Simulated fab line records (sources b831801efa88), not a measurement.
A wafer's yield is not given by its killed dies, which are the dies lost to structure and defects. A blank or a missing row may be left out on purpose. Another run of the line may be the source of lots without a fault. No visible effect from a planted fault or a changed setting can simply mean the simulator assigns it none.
Which tool did it? + flow gf180mcu + 36 wafers from 12 lots sampled at 3 of the route's 602 steps

## WHAT THE GAUGES SHOWED, per wafer
GF_MVPSD_OVL_MEAS_07. Usual: MVPSD_OVL 1.1 nm, standard deviation 1.4.
| lot  | measured     | on         | MVPSD_OVL (nm) | flag |
|------|--------------|------------|----------------|------|
| L388 | day 5 00:10  | overlay-02 | 1.4 1.1 1.4    |      |
| L389 | day 5 07:37  | overlay-02 | 2.4 4.1 3.2    |      |
| L390 | day 5 19:31  | overlay-02 | 0.8 -1.5 -1.1  |      |
| L391 | day 6 00:37  | overlay-02 | -1.8 -2.9 -1.3 |      |
| L393 | day 6 05:44  | overlay-02 | -0.1 1.3 2.7   |      |
| L394 | day 6 17:12  | overlay-02 | 1.3 2.0 1.3    |      |
| L395 | day 6 22:27  | overlay-02 | 2.0 2.4 2.0    |      |
| L402 | day 8 11:58  | overlay-01 | 1.4 0.1 1.1    |      |
| L403 | day 8 19:26  | overlay-02 | - - -          | OFF  |
| L405 | day 9 07:49  | overlay-02 | 2.7 1.0 1.5    |      |
| L406 | day 9 14:25  | overlay-02 | 2.5 1.7 2.3    |      |
| L411 | day 11 04:10 | overlay-01 | 0.6 2.1 2.7    |      |

GF_MVPSD_TW_MEAS_11. Usual: MVPSD_TW 554, standard deviation 4.5.
| lot  | measured     | on            | MVPSD_TW    | flag |
|------|--------------|---------------|-------------|------|
| L388 | day 5 00:37  | film_metro-04 | 558 558 555 |      |
| L389 | day 5 08:02  | film_metro-03 | 549 547 548 |      |
| L390 | day 5 19:56  | film_metro-03 | 548 547 549 |      |
| L391 | day 6 01:02  | film_metro-04 | 555 553 553 |      |
| L393 | day 6 06:10  | film_metro-02 | 560 559 556 |      |
| L394 | day 6 17:41  | film_metro-03 | 549 551 548 |      |
| L395 | day 6 22:53  | film_metro-04 | 552 553 552 |      |
| L402 | day 8 12:25  | film_metro-04 | 551 551 554 |      |
| L403 | day 8 19:53  | film_metro-02 | 30 30 31    | OFF  |
| L405 | day 9 08:14  | film_metro-04 | 557 552 552 |      |
| L406 | day 9 14:50  | film_metro-03 | 551 553 553 |      |
| L411 | day 11 04:36 | film_metro-04 | 553 554 551 |      |

## EACH LOT AND THE TOOL THAT RAN IT (in order: tool; ch and the chambers of the sampled wafers; start)
| lot  | GF_MVPSD_EXPOSE_04                  |
|------|-------------------------------------|
| L388 | iline_stepper-01 ch 0, day 4 17:20  |
| L389 | iline_stepper-01 ch 0, day 5 00:44  |
| L390 | iline_stepper-02 ch 0, day 5 12:26  |
| L391 | iline_stepper-01 ch 0, day 5 17:08  |
| L393 | iline_stepper-02 ch 0, day 5 21:56  |
| L394 | iline_stepper-02 ch 0, day 6 09:25  |
| L395 | iline_stepper-02 ch 0, day 6 14:03  |
| L402 | iline_stepper-01 ch 0, day 8 04:09  |
| L403 | iline_stepper-01 ch 0, day 8 11:29  |
| L405 | iline_stepper-01 ch 0, day 8 23:23  |
| L406 | iline_stepper-01 ch 0, day 9 05:17  |
| L411 | iline_stepper-01 ch 0, day 10 18:36 |
- GF_MVPSD_EXPOSE_04: exposes mask MVPSD, target cd 1000 nm.

## WHAT THE TOOLS THEMSELVES READ (means of the sampled wafers that have a number; where no wafer has one, the mark that the record gives instead)
The record holds no such reading with a usual standard deviation.

## THE ANSWER, worked out from the rows above alone
Rule: lot off if the mean of its wafers having a number is beyond 3 standard deviations from the usual mean. Also off: a lot with no number at a reading for which 4 or more lots have one. All remaining lots with rows at the step are treated as sound. The gauges are gone through in route order, then the tools' own readings, and for those a lot's mean is taken as printed above. At the first step where some lot is off, the reading lying furthest off is the one used; lots without a number count as furthest.
Off: at GF_MVPSD_OVL_MEAS_07 (MVPSD_OVL), L403. Without a number there: L403.
A tool fits if, at a process step before that reading, it ran every lot that is off, and no sound lot after the first of them. The gauges at GF_MVPSD_OVL_MEAS_07 aren't tried: what is off there is off at GF_MVPSD_TW_MEAS_11 too, on other tools, and a gauge's error can't cause that. No candidate that was tried fits.

## WHAT WAS PUT IN BY THE SIMULATOR
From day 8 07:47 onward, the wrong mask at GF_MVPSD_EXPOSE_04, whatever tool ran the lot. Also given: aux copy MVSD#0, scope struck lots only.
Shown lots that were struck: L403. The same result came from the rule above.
